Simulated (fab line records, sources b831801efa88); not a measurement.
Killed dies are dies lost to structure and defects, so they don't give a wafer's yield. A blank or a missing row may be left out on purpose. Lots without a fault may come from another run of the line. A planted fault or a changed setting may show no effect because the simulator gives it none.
One fault seen from 2 desks | flow gf180mcu | each desk has only its own numbers; what lay behind them comes last

THE METROLOGY DESK
What the gauges read, lot by lot, whatever tool the lot ran on: means of the sampled wafers that have a number. A lot is out of limits, marked OUT, if its mean lies more than 4 standard deviations from the usual mean; the brackets give that distance.
Columns: A = V2_W_RS at GF_V2_RS_MEAS_24, usual 0.329 ohm/sq; B = V2_W_THK at GF_V2_THK_MEAS_25, usual 338 nm
lot  | first seen here | A     | B
L169 | day 22 02:49    | 0.335 | 333
L171 | day 23 02:08    | 0.326 | 337
L183 | day 27 03:02    | 0.329 | 333
L186 | day 27 13:35    | 0.330 | 331
L187 | day 28 00:23    | 0.333 | 336
This desk's finding: nothing out of limits on any of the 5 lots.

THE TOOL OWNER'S DESK: pvd_sputter-03
The tool's own readings at GF_M3_SPUTTER_01 (material TiN, target thk 30 nm, time 25 s): means of the sampled wafers that have a number, for each lot that ran on this tool. A lot is out of limits, marked OUT, if its mean lies more than 4 standard deviations from the usual mean; the brackets give that distance.
Columns: A = throttle_valve_pct at GF_M3_SPUTTER_01, usual 30.2 %
lot  | first seen here | A
L169 | day 22 03:24    | 29.9
L171 | day 23 02:41    | 29.9
This desk's finding: nothing out of limits on any of the 2 lots.

PUT TOGETHER
The metrology desk saw nothing out of limits.
The tool owner's desk saw nothing out of limits.

WHAT THE SIMULATOR HAD PUT IN
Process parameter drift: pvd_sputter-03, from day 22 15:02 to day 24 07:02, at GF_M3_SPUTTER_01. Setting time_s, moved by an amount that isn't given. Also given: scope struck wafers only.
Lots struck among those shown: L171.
